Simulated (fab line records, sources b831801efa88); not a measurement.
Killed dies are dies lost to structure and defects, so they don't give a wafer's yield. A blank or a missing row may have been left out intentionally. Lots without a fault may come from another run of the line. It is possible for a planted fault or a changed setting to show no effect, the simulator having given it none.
A lot that was struck, set against a sound lot	flow gf180mcu	43 out of 602 route steps
Sound: these wafers, L184.2, L184.3, L184.4. The struck wafers were L194.1, L194.2, L194.3. The cause is given at the end.
Order at every step that has rows: each side's tool, ch and its chambers, its first start. Under that, the readings that differ: sound wafers	struck wafers	difference of the means	sigmas: that difference in standard deviations of wafers without a fault.
alike: readings with means less than 2 such deviations apart, plus words and numbers identical on both sides. not compared: withheld readings, readings lacking a value on some wafer, bounds such as >300 that could conceal the same value, and numbers that have no deviation in the record and whose values overlap.
A row with sigmas, a row that says differs or no value, or rows on one side alone: a step with any of these is where the two part. Non-overlapping numbers with no deviation appear without sigmas and do not part them. A reading that every wafer of one side lacks parts them only if that side has two wafers or more.

first, 5 steps without rows for these wafers: GF_HV_LDD_COAT_02 (resist thk 1000 nm); GF_HV_LDD_SOFTBAKE_03 (time 58.85 s); GF_HV_LDD_EXPOSE_04 (exposes mask Nplus LV AREA, target cd 400 nm); GF_HV_LDD_PEB_05; GF_HV_LDD_DEVELOP_06 (develop time 60 s).
GF_HV_LDD_CD_MEAS_07: target cd 400 nm.
  sound: cdSem-02 at day 11 13:43; struck: cdSem-01 at day 13 21:52
  alike: cdNm
GF_HV_LDD_OVL_MEAS_08:
  sound: overlay-01 at day 11 13:51; struck: overlay-02 at day 13 21:59
  alike: HV_LDD_OVL
following that, these wafers have no rows for 1 step: GF_HV_LDD_IMPLANT_09.
GF_HV_LDD_STRIP_10: strips in O2/N2.
  sound on plasmaAsher-02 ch 0,1, day 11 14:02; struck on plasmaAsher-02 ch 0,1, day 13 22:11
  alike: drypumpMotorCurrentA, heaterPowerW, oesProductAu, stripTimeToEndpointS
  not compared: rfHoursCounterH
GF_HV_LDD_TW_MEAS_11:
  sound: filmMetro-01 at day 11 14:08; struck: filmMetro-04 at day 13 22:17
  alike: HV_LDD_TW
then, 2 steps without rows for these wafers: GF_HV_LDD_DEHYDRATE_12 (time 60 s); GF_HV_LDD_HMDS_13 (prime time 60 s).
GF_HV_LDD_COAT_14: resist thk 1000 nm.
  struck on lithoTrack-01, day 14 08:41; sound on lithoTrack-01 ch 0, day 11 23:34
  no value came back on the struck wafers for chillPlateTempC (C), dispensePressureKPa (kPa); on the sound wafers chillPlateTempC (C) reads 22.87 22.97 22.89
then, 4 steps without rows for these wafers: GF_HV_LDD_SOFTBAKE_15 (time 60 s); GF_HV_LDD_EXPOSE_16 (exposes mask Pplus LV AREA, target cd 400 nm); GF_HV_LDD_PEB_17; GF_HV_LDD_DEVELOP_18 (develop time 60 s).
GF_HV_LDD_CD_MEAS_19: target cd 400 nm.
  sound: cdSem-02 at day 12 09:01; struck: cdSem-02 at day 14 19:11
reading	sound	struck	difference	sigmas
cdNm (nm)	402.7 406.1 404.4	- - -	no value on the struck wafers	
GF_HV_LDD_OVL_MEAS_20:
  sound: overlay-02 at day 12 09:07; struck: overlay-02 at day 14 19:18
reading	sound	struck	difference	sigmas
HV_LDD_01_OVL (nm)	1.4 1.4 0.8	- - -	no value on the struck wafers	
following that, these wafers have no rows for 1 step: GF_HV_LDD_IMPLANT_21.
GF_HV_LDD_STRIP_22: strips in O2/N2.
  sound on plasmaAsher-01 ch 0,1, day 12 09:17; struck on plasmaAsher-04 ch 0,1, day 14 19:29
  no value came back on the struck wafers for oesProductAu (a.u.), stripTimeToEndpointS (s); on the sound wafers oesProductAu (a.u.) reads 0.715 0.720 0.719
  alike: drypumpMotorCurrentA, heaterPowerW
  not compared: rfHoursCounterH
GF_HV_LDD_TW_MEAS_23:
  sound: filmMetro-04 at day 12 09:24; struck: filmMetro-02 at day 14 19:35
  alike: HV_LDD_2_TW
then, 7 steps without rows for these wafers: GF_HV_LDD_DEHYDRATE_24 (time 60 s); GF_HV_LDD_HMDS_25 (prime time 60 s); GF_HV_LDD_COAT_26 (resist thk 1000 nm); GF_HV_LDD_SOFTBAKE_27 (time 60 s); GF_HV_LDD_EXPOSE_28 (exposes mask Nplus HV AREA, target cd 400 nm); GF_HV_LDD_PEB_29; GF_HV_LDD_DEVELOP_30 (develop time 60 s).
GF_HV_LDD_CD_MEAS_31: target cd 400 nm.
  sound: cdSem-02 at day 13 04:04; struck: cdSem-01 at day 15 16:41
  alike: cdNm
GF_HV_LDD_OVL_MEAS_32:
  sound: overlay-02 at day 13 04:10; struck: overlay-02 at day 15 16:48
  alike: HV_LDD_02_OVL
then, 4 steps without rows for these wafers: GF_HV_LDD_IMPLANT_33; GF_HV_LDD_IMPLANT_34; GF_HV_LDD_IMPLANT_35; GF_HV_LDD_IMPLANT_36.
GF_HV_LDD_STRIP_37: strips in O2/N2.
  sound on plasmaAsher-04 ch 0,1, day 13 04:47; struck on plasmaAsher-01 ch 0,1, day 15 17:26
  alike: drypumpMotorCurrentA, heaterPowerW, oesProductAu, stripTimeToEndpointS
  not compared: rfHoursCounterH
GF_HV_LDD_TW_MEAS_38:
  sound: filmMetro-04 at day 13 04:54; struck: filmMetro-01 at day 15 17:49
reading	sound	struck	difference	sigmas
HV_LDD_3_TW	1434 1433 1428	1577 1575 1576	+144	+25
  not compared: hold
then, 4 steps without rows for these wafers: GF_HV_LDD_HMDS_40 (prime time 60 s); GF_HV_LDD_COAT_41 (resist thk 1000 nm); GF_HV_LDD_SOFTBAKE_42 (time 60 s); GF_HV_LDD_EXPOSE_43 (exposes mask Pplus HV AREA, target cd 400 nm).
GF_HV_LDD_TW_MEAS_50:
  sound: filmMetro-04 at day 14 00:51; struck: filmMetro-04 at day 16 16:17
reading	sound	struck	difference	sigmas
HV_LDD_4_TW	565.8 567.6 570.0	1093.0 1092.6 1094.4	+525.5	+99 or more
  not compared: hold
GF_PASSIVATION_PROBE_99:
  the record holds rows for the sound wafers here (prober-01, day 30 11:59) but none for the struck ones

== WHERE THEY PART ==
First at GF_HV_LDD_COAT_14; last, within this record, at GF_PASSIVATION_PROBE_99.

WHY: the cause the simulator had injected
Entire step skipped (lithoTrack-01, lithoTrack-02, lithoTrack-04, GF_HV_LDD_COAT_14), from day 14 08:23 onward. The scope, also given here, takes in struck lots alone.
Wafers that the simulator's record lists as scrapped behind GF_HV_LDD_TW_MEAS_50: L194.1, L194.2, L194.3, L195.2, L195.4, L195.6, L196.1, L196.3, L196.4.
